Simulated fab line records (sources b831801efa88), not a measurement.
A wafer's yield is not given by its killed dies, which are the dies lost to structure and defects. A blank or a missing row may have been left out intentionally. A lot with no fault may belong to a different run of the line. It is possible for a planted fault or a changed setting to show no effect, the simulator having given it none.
A struck lot beside a sound one | flow sky130 | 17 steps out of a route of 708
Sound: these wafers, L391.2, L391.3, L391.5. Struck: wafers L381.1, L381.5. (L381.6 of the same lot was not struck and is left out.) The cause comes at the end.
For every step that has rows: the tool of each side, followed by ch and its chambers, followed by its first start. Under that, the readings that differ: sound wafers | struck wafers | difference of the means | sigmas: that difference in standard deviations of wafers without a fault.
alike: a reading whose means differ by less than 2 such deviations, as well as words and numbers matching on both sides. not compared: withheld readings; readings where some wafer has no value; bounds like >300 that might hide an equal value; numbers whose values overlap and for which the record gives no deviation.
Wherever a step has rows on one side only, a row that says differs or no value, or a row with sigmas, the two part there. Numbers that don't overlap but have no deviation are shown without sigmas and don't part them. A reading missing from all wafers of one side parts the sides only when that side holds two or more wafers.

first, 5 steps without rows for these wafers: SKY_VIA4_COAT_06 (resist thk 1140 nm); SKY_VIA4_SOFTBAKE_07 (time 60 s); SKY_VIA4_EXPOSE_08 (exposes mask VIM4, target cd 800 nm); SKY_VIA4_PEB_09; SKY_VIA4_DEVELOP_10 (develop time 60 s).
SKY_VIA4_OVL_MEAS_11:
  sound: overlay-02 at day 47 05:22; struck: overlay-01 at day 44 16:55
  reading       | sound          | struck  | difference | sigmas
  VIA4_OVL (nm) | -0.5 -0.7 -1.7 | 3.4 1.9 | +3.6       | +2
SKY_VIA4_ETCH_12: etches SiO2 in C4F8/O2/Ar, stops on TiN, target depth 580 nm.
  sound on rie diel-02 ch 0,2,3, day 47 05:23; struck on rie diel-01 ch 1,3, day 44 16:57
  alike: chamber pressure mTorr, oes product au
SKY_VIA4_STRIP_13: strips in O2/N2.
  sound on plasma asher-02 ch 0,1, day 47 05:28; struck on plasma asher-01 ch 1, day 44 17:01
  alike: chamber pressure mTorr, drypump motor current A, oes product au, strip time to endpoint s
  not compared: rf hours counter h
then, 3 steps without rows for these wafers: SKY_VIA4_STRIP_14 (strips in post etch residue remover, time 1200 s); SKY_VIA4_CLEAN_15 (cleans in IPA, time 180 s); SKY_VIA4_CLEAN_16 (cleans in O3/DIW).
SKY_VIA4_SPUTTER_17: material TiN, target thk 20 nm, time 80 s.
  sound: pvd sputter-03 at day 47 06:07; struck: pvd sputter-02 at day 44 17:37
  alike: chamber pressure pa, throttle valve pct
SKY_VIA4_CVD_18: deposits W, target thk 505 nm, time 152.14 s.
  sound on cvd w-01 ch 1, day 47 06:11; struck on cvd w-02 ch 1, day 44 17:41
  reading                            | sound             | struck      | difference | sigmas
  chamber pressure Torr (Torr)       | 40.05 40.03 40.12 | 44.30 44.36 | +4.26      | +49
  heater power w (W)                 | 907 899 915       | 701 711     | -201       | -2
  model.W_of_VIA4_CVD_18.thk nm (nm) | 505.1 503.9 500.6 | 532.5 528.1 | +27.1      |
SKY_VIA4_RS_MEAS_19: measures by four-point-probe.
  sound: film metro-01 at day 47 06:21; struck: film metro-02 at day 44 17:50
  reading            | sound                | struck        | difference | sigmas
  VIA4_W_RS (ohm/sq) | 0.2264 0.2273 0.2291 | 0.2145 0.2163 | -0.0122    | -5
SKY_VIA4_THK_MEAS_20: measures by xrf.
  sound: film metro-01 at day 47 06:28; struck: film metro-02 at day 44 17:57
  reading         | sound       | struck  | difference | sigmas
  VIA4_W_THK (nm) | 497 497 494 | 523 517 | +24        | +4
SKY_VIA4_CMP_21: polishes, stops on SiO2, t overpolish 25 s, target thk 0 nm.
  sound on cmp-01 ch 0,3, day 47 06:31; struck on cmp-01 ch 0,2, day 44 18:07
  alike: motor current A, slurry flow ml min
-- the record jumps here: 3 days lie between the struck wafers' starts before and after (it left off in module VIA4 and takes up again in module PAD_OPEN, whose first step shown is number 708 of the route) --
SKY_PAD_OPEN_PROBE_99:
  sound: prober-02 at day 49 20:00; struck: prober-02 at day 47 12:54
  reading                  | sound          | struck    | difference | sigmas
  defect limited yield (%) | 86.8 85.2 83.7 | 79.9 83.1 | -3.7       | -2
  killed at other          | 0 0 1          | 0 4       | +2         | +2
  killed dies              | 65 73 80       | 99 83     | +18        | +2
  sort_bin_6_memory (%)    | 4.9 4.7 4.7    | 7.5 7.1   | +2.5       | +2
  sort n pass              | 427 419 412    | 393 409   | -18        | -2
  sort yield pct (%)       | 86.8 85.2 83.7 | 79.9 83.1 | -3.7       | -2
  alike: killed_at_M0_to_M3, killed_at_M4_up, killed at contacts, killed at front end, killed open, killed short, sort_bin_3_pad_short, sort_bin_5_function

## WHERE THEY PART
First at SKY_VIA4_OVL_MEAS_11; last, within this record, at SKY_PAD_OPEN_PROBE_99.

WHY: what the simulator had put in
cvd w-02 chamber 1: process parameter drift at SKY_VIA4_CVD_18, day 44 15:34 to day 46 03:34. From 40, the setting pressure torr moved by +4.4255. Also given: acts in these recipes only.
